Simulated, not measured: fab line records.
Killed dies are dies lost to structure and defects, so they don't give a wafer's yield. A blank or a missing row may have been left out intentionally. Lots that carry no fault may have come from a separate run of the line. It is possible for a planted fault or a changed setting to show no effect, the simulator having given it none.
Chamber matching | flow sky130 | rie_si-01 running SKY_FIELD_ISO_ETCH_17: 4 sister chambers
The step etches Si in HBr/Cl2/O2, target depth 342 nm, time 97.7 s. 8 wafers are shown with their chamber, then 9 later ones without.

== WAFERS, EACH WITH ITS CHAMBER ==
wafer  | chamber | run_length_s (s) | oes_product_au (a.u.)
L839.2 | 0       | 126.0            | 0.999
L839.4 | 3       | 127.1            | 0.988
L841.4 | 2       | 126.0            | 0.987
L841.6 | 1       | 125.8            | 1.002
L844.1 | 0       | 125.7            | 1.000
L844.5 | 3       | 126.9            | 0.982
L844.6 | 2       | 126.3            | 0.996
L845.4 | 1       | 125.7            | 1.004

== WAFERS WITH NO CHAMBER GIVEN ==
wafer  | run_length_s (s) | oes_product_au (a.u.)
L845.5 | 126.6            | 0.978
L845.6 | 126.1            | 0.992
L848.2 | 125.9            | 1.005
L848.3 | 126.0            | 0.995
L848.5 | 127.1            | 0.979
L850.4 | 126.3            | 1.003
L850.5 | 126.7            | 0.992
L854.3 | 126.8            | 0.977
L854.5 | 126.4            | 0.993

== EACH ONE'S CHAMBER ==
wafer  | from the rows above          | in truth
L845.5 | can't be placed: 3 or 2      | 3
L845.6 | 2                            | 2
L848.2 | can't be placed: 1 or 0      | 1
L848.3 | can't be placed: 2 or 0 or 1 | 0
L848.5 | 3                            | 3
L850.4 | can't be placed: 0 or 2 or 1 | 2
L850.5 | can't be placed: 3 or 2      | 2
L854.3 | 3                            | 3
L854.5 | 2                            | 2
4 of 9 placed correctly. Cannot be placed on the basis of these rows: 5; the candidates contain the true chamber in 5. Wrongly placed: 0.
How it was worked out, from the rows above alone: a wafer's distance from a chamber is the root of the sum, over the readings, of the square of ((its reading less the chamber's mean) divided by the reading's scatter). The wafer belongs to the nearest chamber; if the next one is less than 2 further off, it can't be placed. A chamber's mean is the mean of its shown wafers. The scatter: the root of (the sum of the squares of (reading less its chamber's mean) over the shown wafers, divided by (wafers less chambers)).
